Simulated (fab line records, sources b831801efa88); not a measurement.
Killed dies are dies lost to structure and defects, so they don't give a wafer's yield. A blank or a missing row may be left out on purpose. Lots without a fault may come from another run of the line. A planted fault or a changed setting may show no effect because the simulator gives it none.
Chamber matching | flow gf180mcu | GF_V3_CMP_26 on cmp-01: 4 sister chambers
The step polishes, stops on SiO2, t overpolish 16.34 s, target thk 0 nm. 4 wafers are shown with their chamber, then 11 later ones without.

WAFERS WITH THEIR CHAMBER
wafer  | chamber | motor_current_A (A)
L089.1 | 2       | 9.6
L089.4 | 0       | 9.7
L089.6 | 3       | 13.3
L092.2 | 1       | 9.8

WAFERS WITHOUT THEIR CHAMBER
wafer  | motor_current_A (A)
L092.3 | 13.2
L092.6 | 9.2
L093.1 | 9.6
L093.4 | 9.5
L093.5 | 10.4
L096.1 | 10.4
L096.2 | 9.4
L096.3 | 13.5
L097.2 | 10.4
L097.4 | 9.6
L097.5 | 13.0

WHICH CHAMBER EACH WENT THROUGH
wafer  | from the rows above          | in truth
L092.3 | 3                            | 3
L092.6 | can't be placed: 2 or 0 or 1 | 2
L093.1 | can't be placed: 2 or 0 or 1 | 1
L093.4 | can't be placed: 2 or 0 or 1 | 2
L093.5 | can't be placed: 1 or 0 or 2 | 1
L096.1 | can't be placed: 1 or 0 or 2 | 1
L096.2 | can't be placed: 2 or 0 or 1 | 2
L096.3 | 3                            | 3
L097.2 | can't be placed: 1 or 0 or 2 | 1
L097.4 | can't be placed: 2 or 0 or 1 | 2
L097.5 | 3                            | 3
Placed correctly: 3 of 11. Can't be placed from these rows: 8 (the true chamber is among the candidates in 8). Placed wrongly: 0.
How it was worked out, from the rows above alone: a wafer's distance from a chamber is the root of the sum, over the readings, of the square of ((its reading less the chamber's mean) divided by the reading's scatter). The wafer belongs to the nearest chamber; if the next one is less than 2 further off, it can't be placed. A chamber's mean is the mean of its shown wafers. The scatter: with one shown wafer a chamber, the root of the mean of the squares of how far each hidden wafer lies from its nearest shown one.
